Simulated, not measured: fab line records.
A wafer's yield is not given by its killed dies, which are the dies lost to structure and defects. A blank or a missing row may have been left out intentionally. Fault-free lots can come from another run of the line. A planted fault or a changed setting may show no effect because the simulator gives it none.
A lot that was struck, set against a sound lot    flow gf180mcu    21 steps out of a route of 602
Sound: the wafers L844.2, L844.5, L844.6. Struck: wafer L861.5 (left out: L861.2, L861.3 of the same lot, which were not struck); the cause appears at the end.
Per side, at each step with rows, come the tool, then ch with its chambers, and then its first start. Under that, the readings that differ: sound wafers    struck wafers    difference of the means    sigmas: that difference in standard deviations of wafers without a fault.
alike: readings whose means differ by less than 2 such deviations, and words and numbers that are the same on both sides. not compared: withheld readings, readings that some wafer has no value for, bounds like >300 that may hide the same value, and numbers for which the record gives no deviation and whose values overlap.
Wherever a step has rows on one side only, a row that says differs or no value, or a row with sigmas, the two part there. Numbers that have no deviation but don't overlap get no sigmas and don't part them. A reading that every wafer of one side lacks parts them only if that side has two wafers or more.

first, 2 steps without rows for these wafers: GF_M3_CLEAN_19 (cleans in DIW); GF_V3_CVD_00 (deposits SiO2, target thk 600 nm, time 100 s).
GF_V3_THK_MEAS_01:
  struck on filmMetro-01, day 28 17:23; sound on filmMetro-03, day 23 05:38
  alike: V3_CVD_00_THK
GF_V3_CVD_02: deposits SiO2 from TEOS, target thk 850 nm, time 94.851 s.
  sound on pecvd-01 ch 0,2, day 23 05:41; struck on pecvd-01 ch 2, day 28 17:26
  alike: heaterPowerW
GF_V3_THK_MEAS_03:
  struck on filmMetro-01, day 28 17:31; sound on filmMetro-03, day 23 05:46
  alike: V3_CVD_02_THK
GF_V3_CMP_04: polishes SiO2.
  sound on cmp-02 ch 0,1,2, day 23 05:55; struck on cmp-02 ch 0, day 28 17:40
  alike: motorCurrentA, timeToEndpointS
GF_V3_BOW_MEAS_05:
  struck on filmMetro-04, day 28 17:53; sound on filmMetro-01, day 23 06:08
  alike: V3_BOW
then, 5 steps without rows for these wafers: GF_V3_DEHYDRATE_06 (time 60 s); GF_V3_HMDS_07 (prime time 60 s); GF_V3_COAT_08; GF_V3_COAT_09 (resist thk 1000 nm); GF_V3_SOFTBAKE_10 (time 60 s).
GF_V3_EXPOSE_11: exposes mask Via3, target cd 260 nm.
  sound on krfScanner-02 ch 0, day 23 17:39; struck on krfScanner-02 ch 0, day 29 04:21
  alike: mask
then, 2 steps without rows for these wafers: GF_V3_PEB_12 (peb time 90 s); GF_V3_DEVELOP_13 (develop time 60 s).
GF_V3_CD_MEAS_14: the cd target is 260 nm.
  struck on cdSem-02, day 29 13:36; sound on cdSem-01, day 24 05:05
reading    sound              struck  difference  sigmas
cdNm (nm)  261.1 260.9 261.8  264.8   +3.5        +3
GF_V3_OVL_MEAS_15:
  struck on overlay-02, day 29 13:43; sound on overlay-02, day 24 05:11
  alike: V3_OVL
GF_V3_ETCH_16: etches BARC in N2/H2.
  sound on rieDiel-04 ch 0,3, day 24 05:13; struck on rieDiel-01 ch 1, day 29 13:44
reading             sound            struck  difference  sigmas
model.V3.cdNm (nm)  261.5 260.6 262  265.2   +3.8        
  alike: drypumpMotorCurrentA, oesProductAu, throttleValvePct
GF_V3_ETCH_17: etches SiO2 in C4F8/O2/Ar, stops on TiN, target depth 635 nm.
  sound on rieDiel-04 ch 0,3; struck on rieDiel-01 ch 1
reading             sound            struck  difference  sigmas
model.V3.cdNm (nm)  261.4 260.8 262  265.5   +4.1        
  alike: oesProductAu
GF_V3_STRIP_18: strips in O2/N2.
  sound on plasmaAsher-04 ch 0,1, day 24 05:21; struck on plasmaAsher-04 ch 1, day 29 13:52
  alike: drypumpMotorCurrentA, heaterPowerW, oesProductAu
  not compared: rfHoursCounterH
then, 1 step without rows for these wafers: GF_PASSIVATION_PROBE_99.

WHERE THEY PART
Within this record, at GF_V3_CD_MEAS_14 only. Later steps at which nothing parts them and some readings are alike: GF_V3_OVL_MEAS_15, GF_V3_ETCH_16, GF_V3_ETCH_17, GF_V3_STRIP_18.

WHY: what had been put in by the simulator
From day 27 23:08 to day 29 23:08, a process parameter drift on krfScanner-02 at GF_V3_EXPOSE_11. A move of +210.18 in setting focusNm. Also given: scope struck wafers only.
